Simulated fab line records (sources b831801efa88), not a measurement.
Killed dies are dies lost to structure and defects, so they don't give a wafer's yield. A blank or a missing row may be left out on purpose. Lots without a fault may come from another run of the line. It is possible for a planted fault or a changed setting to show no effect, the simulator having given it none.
What tool caused it? || flow gf180mcu || 6 lots with 18 wafers sampled at 3 steps, on a route of 602 steps

== WHAT THE GAUGES SHOWED, per wafer ==
GF_NSD_TW_MEAS_12.
{"lot": "L782", "measured": "day 13 13:17", "on": "film-metro-02", "NSD_TW": "4209 4208 4187"}
{"lot": "L784", "measured": "day 13 21:29", "on": "film-metro-02", "NSD_TW": "4226 4193 4199"}
{"lot": "L789", "measured": "day 17 03:56", "on": "film-metro-04", "NSD_TW": "4290 4300 4291"}
{"lot": "L792", "measured": "day 17 06:00", "on": "film-metro-01", "NSD_TW": "4242 4254 4257"}
{"lot": "L798", "measured": "day 20 03:13", "on": "film-metro-04", "NSD_TW": "4279 4269 4263"}
{"lot": "L801", "measured": "day 21 06:16", "on": "film-metro-02", "NSD_TW": "4229 4230 4230"}

== WHAT TOOL EACH LOT RAN ON (gives the tool, then ch and the chambers of the sampled wafers, and finally the start) ==
{"lot": "L782", "GF_STI_ETCH_13": "rie-diel-01 ch 0,3, day 2 12:55", "GF_STI_STRIP_15": "plasma-asher-03 ch 0,1, day 2 13:04"}
{"lot": "L784", "GF_STI_ETCH_13": "rie-diel-01 ch 0,2, day 2 21:37", "GF_STI_STRIP_15": "plasma-asher-03 ch 0,1, day 2 21:47"}
{"lot": "L789", "GF_STI_ETCH_13": "rie-diel-01 ch 1,2,3, day 4 05:27", "GF_STI_STRIP_15": "plasma-asher-01 ch 0,1, day 4 05:37"}
{"lot": "L792", "GF_STI_ETCH_13": "rie-diel-03 ch 1,3, day 4 07:34", "GF_STI_STRIP_15": "plasma-asher-01 ch 0,1, day 4 07:43"}
{"lot": "L798", "GF_STI_ETCH_13": "rie-diel-01 ch 0,2,3, day 5 22:55", "GF_STI_STRIP_15": "plasma-asher-03 ch 0,1, day 5 23:05"}
{"lot": "L801", "GF_STI_ETCH_13": "rie-diel-01 ch 0,1,2, day 6 13:51", "GF_STI_STRIP_15": "plasma-asher-04 ch 0,1, day 6 14:00"}
- GF_STI_ETCH_13: etches the open film in CHF3/O2, stops on Si, target depth 282.31 nm, time 112.9 s.
- GF_STI_STRIP_15: strips in O2/N2.

== THE ANSWER, worked out from the rows above alone ==
Rule: the lots themselves supply what counts as usual. The widest of any qualifying gaps counts: lots, ordered by their means at a reading, are off when they make up no more than a third of the lots, leave a main group of 4 or more, and stand apart from it by 3 or more times the standard deviation of that group's means. A main group is skipped when, at the precision printed for the reading in the tables above, its means are all equal. A lot without any number at a reading at which 4 lots or more have one is off too. The other lots that the step has rows for count as sound.
Nothing can be told from this: no lot is off at any reading shown.

== WHAT WAS PUT IN BY THE SIMULATOR ==
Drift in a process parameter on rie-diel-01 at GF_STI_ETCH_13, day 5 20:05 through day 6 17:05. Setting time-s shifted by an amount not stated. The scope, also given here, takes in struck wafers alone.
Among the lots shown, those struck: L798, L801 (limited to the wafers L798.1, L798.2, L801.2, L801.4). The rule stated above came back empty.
